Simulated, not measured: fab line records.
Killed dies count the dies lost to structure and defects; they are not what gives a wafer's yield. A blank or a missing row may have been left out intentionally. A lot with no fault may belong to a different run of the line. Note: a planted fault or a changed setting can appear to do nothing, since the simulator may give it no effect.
Struck lot and sound lot, side by side	flow sfq-line	34 out of 325 route steps
Sound: these wafers, L479.2, L479.4, L479.6. Struck: wafers L482.3, L482.5, L482.6. The cause is named last.
Each step with rows lists, per side, the tool, then ch with its chambers, then its first start. Under that, the readings that differ: sound wafers	struck wafers	difference of the means	sigmas: that difference in standard deviations of wafers without a fault.
alike: same words and numbers on both sides, and readings whose means sit less than 2 such deviations apart. not compared: any withheld reading, any reading some wafer has no value for, any bound like >300 that may hide the same value, and any number with overlapping values for which the record gives no deviation.
Wherever a step has rows on one side only, a row that says differs or no value, or a row with sigmas, the two part there. Numbers that have no deviation but don't overlap get no sigmas and don't part them. A reading missing from all wafers of one side parts the sides only when that side holds two or more wafers.

first, 6 steps without rows for these wafers: SFQ_TRILAYER_M6_LITHO_COAT_164 (resist thk 62 nm); SFQ_TRILAYER_M6_LITHO_COAT_159 (resist thk 600 nm); SFQ_TRILAYER_M6_LITHO_SOFTBAKE_163; SFQ_TRILAYER_M6_LITHO_EXPOSE_160 (exposes mask M6, target cd 500 nm); SFQ_TRILAYER_M6_LITHO_PEB_162 (peb time 60 s); SFQ_TRILAYER_M6_LITHO_DEVELOP_161 (time 60 s).
SFQ_M6_OVL_MEAS_940:
  sound on overlay-01 at day 65 13:26; struck on overlay-02 at day 67 06:20
reading	sound	struck	difference	sigmas
M6_OVL (nm)	-6 -11 -10	2 7 3	+13	+2
SFQ_TRILAYER_M6_BARC_OPEN_METAL_ETCH_206: etches BARC in O2, target depth 125 nm, time 41.7 s.
  sound on rie-metal-01 ch 0,1, day 65 13:28; struck on rie-metal-01 ch 0,1, day 67 06:23
reading	sound	struck	difference	sigmas
he-backside-leak-sccm (sccm)	3.7 2.7 3.7	6.2 3.4 3.5	+1.0	+2
  alike: drypump-motor-current-A, oes-product-au
  not compared: rf-hours-counter-h
SFQ_TRILAYER_M6_ETCH_METAL_ETCH_162: etches Nb in Cl2/Ar, stops on SiO2, target depth 240 nm, time 120 s.
  sound on rie-metal-01 ch 0,1, day 65 13:31; struck on rie-metal-01 ch 0,1, day 67 06:28
  alike: drypump-motor-current-A, he-backside-leak-sccm, oes-product-au
  not compared: rf-hours-counter-h
SFQ_TRILAYER_M6_STRIP_STRIP_163: strips in O2.
  sound on rie-metal-01 ch 0,1, day 65 13:38; struck on rie-metal-01 ch 0,1, day 67 06:45
  alike: drypump-motor-current-A, he-backside-leak-sccm, oes-product-au
  not compared: rf-hours-counter-h
then, 1 step without rows for these wafers: SFQ_TRILAYER_M6_STRIP_SOLV_CLEAN_164 (cleans in NMP, time 600 s).
SFQ_TRILAYER_I6_DEP_PECVD_165: deposits SiO2 from SiH4/N2O, time 111.11 s, target thk 500 nm.
  sound on pecvd-04 ch 0,1,2, day 65 14:25; struck on pecvd-03 ch 1,2, day 67 07:19
  no value came back on the struck wafers for chamber-pressure-Torr (Torr), heater-power-outer-w (W), heater-power-w (W), throttle-valve-pct (%); on the sound wafers chamber-pressure-Torr (Torr) reads 2.412 2.394 2.408
SFQ_TRILAYER_I6_CMP_CMP_166: polishes SiO2.
  sound on cmp-02 ch 0,1,3, day 66 14:46; struck on cmp-01 ch 0,1,3, day 68 17:07
reading	sound	struck	difference	sigmas
time-to-endpoint-s (s)	217 210 226	- - -	no value on the struck wafers	
  alike: head-pressure-psi, motor-current-A
SFQ_I6_BOW_MEAS_941:
  sound on film-metro-02 at day 66 17:47; struck on film-metro-01 at day 68 19:09
reading	sound	struck	difference	sigmas
I6_BOW (um)	40 24 27	-6 -18 -2	-39	-3
SFQ_TRILAYER_I6_METRO_MEASURE_167:
  sound on film-metro-02 at day 66 18:05; struck on film-metro-01 at day 68 19:38
then, 6 steps without rows for these wafers: SFQ_TRILAYER_I6_VIA_LITHO_COAT_174 (resist thk 62 nm); SFQ_TRILAYER_I6_VIA_LITHO_COAT_169 (resist thk 650 nm); SFQ_TRILAYER_I6_VIA_LITHO_SOFTBAKE_173; SFQ_TRILAYER_I6_VIA_LITHO_EXPOSE_170 (exposes mask I6, target cd 700 nm); SFQ_TRILAYER_I6_VIA_LITHO_PEB_172 (peb time 60 s); SFQ_TRILAYER_I6_VIA_LITHO_DEVELOP_171 (time 60 s).
SFQ_I6_OVL_MEAS_942:
  sound on overlay-02 at day 66 21:56; struck on overlay-01 at day 69 02:23
  alike: I6_OVL
SFQ_TRILAYER_I6_VIA_BARC_OPEN_VIA_ETCH_235: etches BARC in O2, target depth 125 nm, time 41.7 s.
  sound on rie-diel-01 ch 0,3, day 66 21:58; struck on rie-diel-01 ch 1,2, day 69 02:25
  alike: drypump-motor-current-A, oes-product-au
  not compared: rf-hours-counter-h
SFQ_TRILAYER_I6_VIA_ETCH_VIA_ETCH_172: etches SiO2 in CHF3, stops on Nb, target depth 260 nm.
  sound on rie-diel-01 ch 0,3, day 66 22:00; struck on rie-diel-01 ch 1,2, day 69 02:27
reading	sound	struck	difference	sigmas
oes-product-au (a.u.)	0.856 0.858 0.849	0.381 0.373 0.378	-0.477	-95
model.etch.depth-nm (nm)	202.9 199.5 202.1	0 0 0	-202	
  alike: drypump-motor-current-A
then, 4 steps without rows for these wafers: SFQ_TRILAYER_I6_VIA_STRIP_STRIP_173 (strips in O2); SFQ_TRILAYER_I6_VIA_STRIP_SOLV_CLEAN_174 (cleans in NMP, time 600 s); SFQ_TRILAYER_M7_DEP_PRE_CLEAN_176 (time 22.5 s); SFQ_TRILAYER_M7_DEP_SPUTTER_175 (material Nb, target thk 200 nm, time 133.3 s).
SFQ_M7_RS_MEAS_943: the measuring method here is four-point-probe.
  sound on film-metro-03 at day 66 23:03; struck on film-metro-02 at day 69 03:30
reading	sound	struck	difference	sigmas
M7_NB_RS (ohm/sq)	0.919 0.912 0.916	0.896 0.886 0.888	-0.026	-3
then, 3 steps without rows for these wafers: SFQ_TRILAYER_M7_LITHO_COAT_182 (resist thk 62 nm); SFQ_TRILAYER_M7_LITHO_COAT_177 (resist thk 600 nm); SFQ_TRILAYER_M7_LITHO_SOFTBAKE_181.
SFQ_TRILAYER_M7_LITHO_EXPOSE_178: exposes mask M7, target cd 500 nm.
  sound on krf-scanner-02 ch 0, day 67 02:38; struck on krf-scanner-02, day 69 09:14
  no value came back on the struck wafers for exposure-dose-mJ-cm2, focus-offset-nm (nm), na, sigma-outer; on the sound wafers exposure-dose-mJ-cm2 reads 14.407 14.392 14.392
  alike: mask
then, 1 step without rows for these wafers: SFQ_TRILAYER_M7_LITHO_PEB_180 (peb time 60 s).

## WHERE THEY PART
First at SFQ_M6_OVL_MEAS_940; last, within this record, at SFQ_TRILAYER_M7_LITHO_EXPOSE_178.

WHY: what the simulator had put in
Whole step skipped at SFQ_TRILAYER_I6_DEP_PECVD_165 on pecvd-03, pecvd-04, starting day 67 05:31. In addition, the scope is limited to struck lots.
